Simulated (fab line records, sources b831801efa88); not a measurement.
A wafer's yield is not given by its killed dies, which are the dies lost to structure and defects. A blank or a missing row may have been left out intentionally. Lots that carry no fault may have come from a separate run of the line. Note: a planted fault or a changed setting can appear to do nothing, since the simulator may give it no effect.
Which tool is to blame? | flow gf180mcu | 24 lots, 72 wafers sampled, at 3 steps of a route of 602

WHAT THE GAUGES READ, wafer by wafer
GF_M1_THK_MEAS_06: measures by xrf.
lot  | measured     | on           | M1_ALCU_THK (nm)
L074 | day 15 22:19 | filmMetro-02 | 454 450 453
L075 | day 16 13:01 | filmMetro-01 | 464 449 460
L076 | day 16 20:28 | filmMetro-01 | 454 459 459
L077 | day 17 01:58 | filmMetro-02 | 453 456 453
L078 | day 17 07:17 | filmMetro-01 | 457 451 453
L079 | day 18 03:26 | filmMetro-01 | 453 455 452
L080 | day 18 05:21 | filmMetro-04 | 462 471 461
L081 | day 18 14:02 | filmMetro-04 | 459 457 457
L082 | day 19 01:14 | filmMetro-02 | 466 469 469
L083 | day 19 11:36 | filmMetro-04 | 455 458 454
L084 | day 19 22:53 | filmMetro-01 | 451 451 452
L085 | day 20 07:55 | filmMetro-04 | 459 457 457
L086 | day 20 12:31 | filmMetro-01 | 453 451 448
L087 | day 21 05:32 | filmMetro-02 | 467 463 462
L088 | day 21 15:35 | filmMetro-04 | 453 457 454
L089 | day 21 20:37 | filmMetro-01 | 453 451 448
L090 | day 22 05:03 | filmMetro-02 | 462 455 458
L091 | day 22 13:05 | filmMetro-04 | 453 456 454
L092 | day 23 01:58 | filmMetro-02 | 465 466 464
L093 | day 23 05:53 | filmMetro-04 | 462 459 463
L094 | day 23 16:17 | filmMetro-01 | 464 456 456
L095 | day 23 21:13 | filmMetro-02 | 459 456 454
L096 | day 23 22:20 | filmMetro-01 | 455 460 460
L097 | day 24 07:17 | filmMetro-02 | 468 467 464

GF_V3_OVL_MEAS_15.
lot  | measured     | on         | V3_OVL (nm)
L074 | day 22 03:43 | overlay-01 | -6 -2 0
L075 | day 22 18:29 | overlay-02 | -6 -14 -13
L076 | day 23 01:38 | overlay-02 | 2 -2 -2
L077 | day 23 08:31 | overlay-01 | -15 -8 -5
L078 | day 23 12:47 | overlay-01 | -3 -5 -4
L079 | day 24 07:26 | overlay-02 | -2 1 1
L080 | day 24 10:23 | overlay-02 | -8 1 -3
L081 | day 24 19:34 | overlay-01 | -3 6 2
L082 | day 25 05:34 | overlay-01 | 0 -4 3
L083 | day 25 14:04 | overlay-02 | -7 -4 -8
L084 | day 25 22:41 | overlay-02 | -5 -5 -7
L085 | day 26 08:27 | overlay-02 | 2 -5 -3
L086 | day 26 11:15 | overlay-02 | 6 8 7
L087 | day 27 03:16 | overlay-02 | 2 4 4
L088 | day 27 10:37 | overlay-01 | -4 -2 -4
L089 | day 27 16:19 | overlay-02 | 4 -4 -1
L090 | day 27 19:58 | overlay-01 | 1 0 -3
L091 | day 28 05:16 | overlay-02 | -3 -2 -5
L092 | day 28 15:01 | overlay-02 | 2 5 -2
L093 | day 28 20:06 | overlay-02 | 0 2 -2
L094 | day 29 05:19 | overlay-01 | -5 2 1
L095 | day 29 06:47 | overlay-02 | -4 -7 -5
L096 | day 29 09:24 | overlay-02 | -5 -1 -4
L097 | day 29 15:27 | overlay-01 | 2 5 1

TOOL THAT RAN EACH LOT (tool first, then ch and the chambers of the sampled wafers, then the start)
lot  | GF_V1_ETCH_16
L074 | rieDiel-04 ch 0,1,2, day 17 21:07
L075 | rieDiel-03 ch 0,2, day 18 12:02
L076 | rieDiel-01 ch 2,3, day 18 20:54
L077 | rieDiel-03 ch 0,1,2, day 19 03:15
L078 | rieDiel-01 ch 1,3, day 19 07:47
L079 | rieDiel-03 ch 0,1,3, day 20 04:42
L080 | rieDiel-03 ch 1,2,3, day 20 07:23
L081 | rieDiel-04 ch 0,1,3, day 20 16:12
L082 | rieDiel-04 ch 0,3, day 21 03:21
L083 | rieDiel-04 ch 0,2, day 21 13:43
L084 | rieDiel-04 ch 2, day 21 23:22
L085 | rieDiel-04 ch 2,3, day 22 09:43
L086 | rieDiel-03 ch 1,2,3, day 22 13:16
L087 | rieDiel-04 ch 0,2,3, day 23 06:06
L088 | rieDiel-01 ch 1,3, day 23 15:11
L089 | rieDiel-01 ch 0,1, day 23 19:54
L090 | rieDiel-03 ch 0,2, day 24 02:34
L091 | rieDiel-01 ch 0,1,3, day 24 11:22
L092 | rieDiel-04 ch 0,2,3, day 25 00:39
L093 | rieDiel-04 ch 2,3, day 25 04:00
L094 | rieDiel-01 ch 0,1,2, day 25 13:26
L095 | rieDiel-01 ch 1,2, day 25 17:40
L096 | rieDiel-03 ch 2,3, day 25 18:59
L097 | rieDiel-03 ch 1,2, day 26 03:53
- GF_V1_ETCH_16: etches BARC in N2/H2.

WHAT THE TOOLS THEMSELVES READ (means of the sampled wafers that have a number; where no wafer has one, the mark that the record gives instead)
GF_V1_ETCH_16.
lot  | tool       | drypumpMotorCurrentA (A) | oesProductAu (a.u.) | throttleValvePct (%)
L074 | rieDiel-04 | 5.9                      | 0.858               | 13.230
L075 | rieDiel-03 | 5.6                      | 0.856               | 13.228
L076 | rieDiel-01 | 6.3                      | 0.850               | 13.221
L077 | rieDiel-03 | 5.5                      | 0.857               | 13.225
L078 | rieDiel-01 | 6.3                      | 0.854               | 13.229
L079 | rieDiel-03 | 5.3                      | 0.851               | 13.214
L080 | rieDiel-03 | 5.2                      | 0.859               | 13.228
L081 | rieDiel-04 | 5.9                      | 0.858               | 13.226
L082 | rieDiel-04 | 6.3                      | 0.853               | 13.217
L083 | rieDiel-04 | 6.3                      | 0.852               | 13.225
L084 | rieDiel-04 | 5.5                      | 0.854               | 13.216
L085 | rieDiel-04 | 5.5                      | 0.862               | 13.237
L086 | rieDiel-03 | 5.3                      | 0.854               | 13.230
L087 | rieDiel-04 | 5.9                      | 0.855               | 13.226
L088 | rieDiel-01 | 6.3                      | 0.857               | 13.213
L089 | rieDiel-01 | 5.8                      | 0.855               | 13.214
L090 | rieDiel-03 | 5.6                      | 0.855               | 13.226
L091 | rieDiel-01 | 5.8                      | 0.856               | 13.227
L092 | rieDiel-04 | 5.9                      | 0.856               | 13.230
L093 | rieDiel-04 | 5.5                      | 0.854               | 13.222
L094 | rieDiel-01 | 5.8                      | 0.854               | 13.221
L095 | rieDiel-01 | 6.1                      | 0.852               | 13.217
L096 | rieDiel-03 | 5.2                      | 0.853               | 13.226
L097 | rieDiel-03 | 5.3                      | 0.862               | 13.227

THE ANSWER, worked out from the rows above alone
Rule: what is usual is taken from the lots themselves. Put in order of their means at a reading, lots are off if they are a third of the lots or fewer, leave a main group of 4 or more, and stand apart from it by a gap of 3 or more times the standard deviation of the main group's means; of several such gaps the widest counts. A main group is skipped when, at the precision printed for the reading in the tables above, its means are all equal. A lot without any number at a reading at which 4 lots or more have one is off too. Any other lot the step has rows for is counted as sound. First the gauges in route order, then the tools' own readings, where a lot's mean is used as printed above. At the first step where some lot is off, the reading lying furthest off is the one used; lots without a number count as furthest.
Nothing can be told from this: no lot is off at any reading shown.

WHAT THE SIMULATOR PUT IN
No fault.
